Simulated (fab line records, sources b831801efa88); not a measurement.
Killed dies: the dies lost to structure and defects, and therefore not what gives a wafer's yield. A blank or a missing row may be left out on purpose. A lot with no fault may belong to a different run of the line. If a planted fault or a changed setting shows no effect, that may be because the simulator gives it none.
Which tool was responsible? ; flow sky130 ; 6 lots, 17 wafers sampled, at 5 steps of a route of 708

## WHAT THE GAUGES READ, wafer by wafer
SKY_VIA4_THK_MEAS_01.
lot;measured;on;VIA4_HDPCVD_THK (nm)
L909;day 43 00:12;film-metro-01;1802 1774 1795
L912;day 43 16:08;film-metro-01;1763 1766 1757
L914;day 43 23:47;film-metro-01;1722 1693 1703
L922;day 46 00:36;film-metro-03;1414 1810
L925;day 46 20:22;film-metro-02;1692 1717 1717
L928;day 47 17:38;film-metro-03;1726 1725 1706

## WHAT TOOL EACH LOT RAN ON (gives the tool, then ch and the chambers of the sampled wafers, and finally the start)
lot;SKY_METAL1_DESCUM_17;SKY_VIA1_CMP_02;SKY_VIA1_ETCH_15;SKY_VIA4_HDPCVD_00
L909;rie-metal-04 ch 0,1, day 34 03:24;cmp-01 ch 2,3, day 34 04:21;rie-diel-04 ch 2,3, day 35 07:23;hdpcvd-02 ch 1,2, day 43 00:01
L912;rie-metal-03 ch 0,1, day 34 22:34;cmp-01 ch 0,2,3, day 34 23:35;rie-diel-01 ch 0,1,3, day 36 02:29;hdpcvd-02 ch 0,2, day 43 15:56
L914;rie-metal-02 ch 0, day 35 08:18;cmp-02 ch 1,2, day 35 09:43;rie-diel-02 ch 0,1, day 36 11:35;hdpcvd-01 ch 1,2, day 43 23:35
L922;rie-metal-03 ch 0,1, day 37 16:39;cmp-02 ch 1,3, day 37 17:41;rie-diel-01 ch 1,3, day 38 19:16;hdpcvd-02 ch 1,2, day 46 00:25
L925;rie-metal-02 ch 0,1, day 38 13:54;cmp-02 ch 1,2,3, day 38 14:57;rie-diel-04 ch 1,2, day 39 15:53;hdpcvd-01 ch 0,1, day 46 20:10
L928;rie-metal-04 ch 1, day 39 14:54;cmp-02 ch 0,2,3, day 39 15:56;rie-diel-02 ch 1,3, day 40 16:52;hdpcvd-01 ch 1,2, day 47 17:22
- SKY_METAL1_DESCUM_17: chemistry O2, time 8 s.
- SKY_VIA1_CMP_02: polishes SiO2.
- SKY_VIA1_ETCH_15: etches SiO2 in C4F8/O2/Ar, stops on TiN, target depth 351 nm, time 54 s.
- SKY_VIA4_HDPCVD_00: deposits SiO2, target thk 1750 nm, time 291.7 s.

## THE ANSWER, worked out from the rows above alone
Rule: the usual values come from the lots themselves. The widest of any qualifying gaps counts: lots, ordered by their means at a reading, are off when they make up no more than a third of the lots, leave a main group of 4 or more, and stand apart from it by 3 or more times the standard deviation of that group's means. The tables above print the reading to a certain number of digits; a main group whose means all agree to those digits is not used. Also off: a lot with no number at a reading for which 4 or more lots have one. All remaining lots with rows at the step are treated as sound.
Across all readings shown, no lot is off: no conclusion can be drawn from this.

## WHAT HAD BEEN PUT IN BY THE SIMULATOR
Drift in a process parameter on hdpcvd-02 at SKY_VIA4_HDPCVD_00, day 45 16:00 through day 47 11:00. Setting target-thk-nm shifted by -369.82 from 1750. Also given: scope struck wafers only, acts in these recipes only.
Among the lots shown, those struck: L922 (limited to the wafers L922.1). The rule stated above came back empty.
